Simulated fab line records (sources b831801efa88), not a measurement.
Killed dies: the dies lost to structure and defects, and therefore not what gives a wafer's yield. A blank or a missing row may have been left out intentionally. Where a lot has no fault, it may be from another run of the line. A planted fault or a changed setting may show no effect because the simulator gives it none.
Split-lot experiment	flow sfq line	23 wafers read across 5 lots, on a route 325 steps long

== SPLIT DETAILS ==
At SFQ_TRILAYER_I6_VIA_LITHO_COAT_174 (resist thk 62 nm), the setting resist thk nm was moved away from the recipe's 62 nm on 8 of the 23 wafers read, by -4.7% to +4.4%. The other wafers ran this setting at the recipe's value.

Reading taken at the split's own step.

== THE READING ==
BARC_of_TRILAYER_I6_VIA_LITHO_COAT_174.thk nm (the simulator's own value, which no gauge read), in nm, at SFQ_TRILAYER_I6_VIA_LITHO_COAT_174 (resist thk 62 nm). No usual value for it is given in the file. Average 61.98 nm, standard deviation 0.15 nm, over the 15 wafers here run with the recipe.

wafer	tool, chamber at the split	resist thk nm as run, nm	against the recipe	BARC_of_TRILAYER_I6_VIA_LITHO_COAT_174.thk nm, nm	against lot-mates on the recipe
L077.1	litho track-01, 0	62	recipe	62.13	-
L077.2	litho track-01, 0	62	recipe	62.03	-
L077.3	litho track-01, 0	59.09	-4.7%	59.27	-2.82
L077.4	litho track-01, 0	62	recipe	62.12	-
L077.6	litho track-01, 0	59.09	-4.7%	59.18	-2.91
L078.1	litho track-04, 0	60.44	-2.5%	60.37	-1.51
L078.2	litho track-04, 0	60.44	-2.5%	60.14	-1.74
L078.3	litho track-04, 0	62	recipe	61.91	-
L078.5	litho track-04, 0	62	recipe	61.85	-
L078.6	litho track-04, 0	60.44	-2.5%	60.4	-1.48
L079.1	litho track-02, 0	62	recipe	61.77	-
L079.2	litho track-02, 0	62	recipe	62.02	-
L079.3	litho track-02, 0	62	recipe	61.9	-
L079.4	litho track-02, 0	62	recipe	61.81	-
L079.6	litho track-02, 0	62	recipe	61.84	-
L082.1	litho track-02, 0	64.73	+4.4%	65.11	+2.86
L082.3	litho track-02, 0	64.73	+4.4%	65.02	+2.77
L082.4	litho track-02, 0	62	recipe	62.29	-
L082.5	litho track-02, 0	62	recipe	62.22	-
L082.6	litho track-02, 0	64.73	+4.4%	64.95	+2.70
L084.1	litho track-04, 0	62	recipe	61.99	-
L084.4	litho track-04, 0	62	recipe	61.83	-
L084.5	litho track-04, 0	62	recipe	61.95	-

FIT RESULTS
A straight line over all 23 wafers: BARC_of_TRILAYER_I6_VIA_LITHO_COAT_174.thk nm changes by +0.651 nm for each +1% of resist thk nm; r = +0.99; the points scatter about the line by 0.17 nm.
The same after taking each lot's own level away (the mean of its wafers on the recipe; 23 wafers): +0.623 nm for each +1%; r = +1.00; scatter 0.078 nm.
That fit puts the effect of the largest move of resist thk nm on the reading at 2.9 nm.
The lots' own levels span 61.868 to 62.255 nm, that is 2.6 times the standard deviation above.
So the lot-to-lot level changes the slope little: the two slopes agree.
Check: for one of the wafers moved furthest among these (-4.7%), held out of the fit, the line's prediction against its lot-mates is -2.94 nm. Against them it came out at -2.82 nm.

== THESE WAFERS: OTHER SPLITS ==
Other splits were also applied to these wafers ahead of the reading. Each is held against what the fit with the lots' levels taken away leaves over:
other split on the same wafers	wafers away from the commonest value	r with BARC_of_TRILAYER_I6_VIA_LITHO_COAT_174.thk nm (lot level and that fit taken away)
SFQ_TRILAYER_M6_LITHO_PEB_162 peb temp c	9	+0.27

== FILE'S OWN FIT ==
BARC_of_TRILAYER_I6_VIA_LITHO_COAT_174.thk nm changes by +0.621 nm for each +1% of resist thk nm, r = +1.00.
